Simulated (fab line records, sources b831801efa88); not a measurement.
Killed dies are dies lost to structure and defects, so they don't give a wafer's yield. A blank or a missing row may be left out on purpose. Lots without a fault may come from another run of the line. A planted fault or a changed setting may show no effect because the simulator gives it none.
A struck lot beside a sound one | flow sfq_line | 14 steps out of a route of 325
Sound: wafers L750.1, L750.2, L750.6. Struck: wafer L753.1. (L753.2, L753.5 of the same lot were not struck and are left out.) The cause comes at the end.
At each step with rows: each side's tool, then ch and its chambers, then its first start. Under that, the readings that differ: sound wafers | struck wafers | difference of the means | sigmas: that difference in standard deviations of wafers without a fault.
alike: readings whose means differ by less than 2 such deviations, and words and numbers that are the same on both sides. not compared: withheld readings, readings that some wafer has no value for, bounds like >300 that may hide the same value, and numbers for which the record gives no deviation and whose values overlap.
The two part at a step that has a row with sigmas, a row that says differs or no value, or rows on one side only. Numbers that don't overlap but have no deviation are shown without sigmas and don't part them. A reading that every wafer of one side lacks parts them only if that side has two wafers or more.

first, 1 step without rows for these wafers: SFQ_TRILAYER_M3_STRIP_SOLV_CLEAN_080 (cleans in NMP, time 600 s).
SFQ_TRILAYER_I3_DEP_PECVD_081: deposits SiO2 from SiH4/N2O, time 111.11 s, target thk 500 nm.
  sound on pecvd-02 ch 1,2, day 51 13:23; struck on pecvd-02 ch 1, day 51 19:23
  alike: heater_power_w, rf_fwd_power_W, throttle_valve_pct
SFQ_TRILAYER_I3_CMP_CMP_082: polishes SiO2.
  sound on cmp-01 ch 0,2, day 51 23:48; struck on cmp-02 ch 1, day 52 08:29
  reading             | sound       | struck | difference | sigmas
  motor_current_A (A) | 9.7 9.7 9.7 | 13.2   | +3.5       | +3
  alike: time_to_endpoint_s
SFQ_I3_BOW_MEAS_922:
  sound on film_metro-01, day 52 02:48; struck on film_metro-02, day 52 10:29
  alike: I3_BOW
SFQ_TRILAYER_I3_METRO_MEASURE_083:
  sound on film_metro-01, day 52 02:55; struck on film_metro-02, day 52 10:37
  alike: thk_nm
then, 6 steps without rows for these wafers: SFQ_TRILAYER_I3_VIA_LITHO_COAT_090 (resist thk 62 nm); SFQ_TRILAYER_I3_VIA_LITHO_COAT_085 (resist thk 650 nm); SFQ_TRILAYER_I3_VIA_LITHO_SOFTBAKE_089; SFQ_TRILAYER_I3_VIA_LITHO_EXPOSE_086 (exposes mask I3, target cd 500 nm); SFQ_TRILAYER_I3_VIA_LITHO_PEB_088 (peb time 60 s); SFQ_TRILAYER_I3_VIA_LITHO_DEVELOP_087 (time 60 s).
-- the record jumps here: 5 days lie between the struck wafers' starts before and after --
SFQ_I3_OVL_MEAS_923:
  sound on overlay-02, day 56 16:44; struck on overlay-02, day 56 23:56
  alike: I3_OVL
SFQ_TRILAYER_I3_VIA_BARC_OPEN_VIA_ETCH_121: etches BARC in O2, target depth 125 nm, time 41.7 s.
  sound on rie_diel-03 ch 0,1,2, day 56 16:46; struck on rie_diel-04 ch 0, day 56 23:58
  reading          | sound          | struck | difference | sigmas
  run_length_s (s) | 69.1 69.8 69.6 | 72.6   | +3.1       | +7
  alike: drypump_motor_current_A, oes_product_au, rf_fwd_power_W
  not compared: rf_hours_counter_h
SFQ_TRILAYER_I3_VIA_ETCH_VIA_ETCH_088: etches SiO2 in CHF3, stops on Nb, target depth 260 nm.
  sound on rie_diel-03 ch 0,1,2, day 56 16:49; struck on rie_diel-04 ch 0, day 57 00:01
  alike: drypump_motor_current_A, oes_product_au, rf_fwd_power_W

WHERE THEY PART
First at SFQ_TRILAYER_I3_CMP_CMP_082; last, within this record, at SFQ_TRILAYER_I3_VIA_BARC_OPEN_VIA_ETCH_121. Later steps at which nothing parts them and some readings are alike: SFQ_TRILAYER_I3_VIA_ETCH_VIA_ETCH_088.

WHY: what the simulator had put in
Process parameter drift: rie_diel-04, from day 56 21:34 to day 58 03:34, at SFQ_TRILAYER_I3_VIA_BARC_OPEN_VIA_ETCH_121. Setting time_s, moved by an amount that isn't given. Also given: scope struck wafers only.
